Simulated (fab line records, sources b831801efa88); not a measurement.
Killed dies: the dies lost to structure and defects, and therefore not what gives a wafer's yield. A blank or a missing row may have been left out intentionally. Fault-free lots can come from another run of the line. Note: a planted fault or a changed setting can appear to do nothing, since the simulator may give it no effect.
2 desks, one fault / flow gf180mcu / each desk holds nothing but its own numbers, with what lay behind them at the end

## AT THE TOOL OWNER'S DESK: rie_si-02
The tool's own readings at GF_STI_ETCH_14 (etches Si in HBr/Cl2/O2, target depth 360 nm, time 102.9 s): means of the sampled wafers that have a number, for each lot that ran on this tool. Any lot whose mean is over 4 standard deviations away from the usual mean is out of limits and marked OUT; that distance is given in the brackets.
Columns: A = drypump_motor_current_A at GF_STI_ETCH_14, usual 5.76 A; B = oes_product_au at GF_STI_ETCH_14, usual 0.997 a.u.; C = rf_fwd_power_W at GF_STI_ETCH_14, usual 596.3 W; D = throttle_valve_pct at GF_STI_ETCH_14, usual 25.658 %
lot=L255; first seen here=day 2 02:29; A=5.82; B=1.006; C=596.9; D=25.658
lot=L262; first seen here=day 3 13:14; A=5.80; B=0.976; C=564.3 (-19) OUT; D=25.669
lot=L263; first seen here=day 3 20:05; A=5.83; B=0.981; C=564.3 (-19) OUT; D=25.669
This desk's finding: out of limits on L262, L263; first on L262, day 3 13:14 (rf_fwd_power_W at GF_STI_ETCH_14). Within limits: L255.

## THE METROLOGY DESK
Means of the sampled wafers that have a number, per lot and without regard to the tool the lot ran on: this is what the gauges read. Any lot whose mean is over 4 standard deviations away from the usual mean is out of limits and marked OUT; that distance is given in the brackets.
Columns: A = STI_OXIDATION_THK at GF_STI_THK_MEAS_02, usual 11.12 nm; B = STI_CVD_03_THK at GF_STI_THK_MEAS_04, usual 208.1 nm; C = cd_nm at GF_STI_CD_MEAS_12, usual 220.1 nm
lot=L255; first seen here=day 1 12:06; A=10.89; B=208.3; C=220.8
lot=L259; first seen here=day 2 07:48; A=11.04; B=206.8; C=221.1
lot=L262; first seen here=day 2 22:31; A=11.42; B=208.2; C=219.4
lot=L263; first seen here=day 3 04:07; A=11.33; B=207.5; C=220.5
lot=L265; first seen here=day 3 14:14; A=10.87; B=208.9; C=220.8
lot=L274; first seen here=day 5 10:32; A=11.14; B=207.3; C=219.6
This desk's verdict: no lot among the 6 shows anything out of limits.

## TAKEN TOGETHER
The tool owner's desk could have raised an alarm at day 3 13:14, on L262, L263.
Nothing out of limits was seen by the metrology desk.
The metrology desk holds a record of L262, L263, inside its limits.
The lots listed all ran GF_STI_ETCH_14 on rie_si-02.

## WHAT WAS PUT IN BY THE SIMULATOR
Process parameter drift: rie_si-02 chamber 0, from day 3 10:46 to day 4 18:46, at GF_STI_ETCH_14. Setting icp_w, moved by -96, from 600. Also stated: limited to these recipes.
Shown lots that were struck: L262, L263.
Each desk's first reading out of limits, in hours after the fault started: the tool owner's desk, 2.
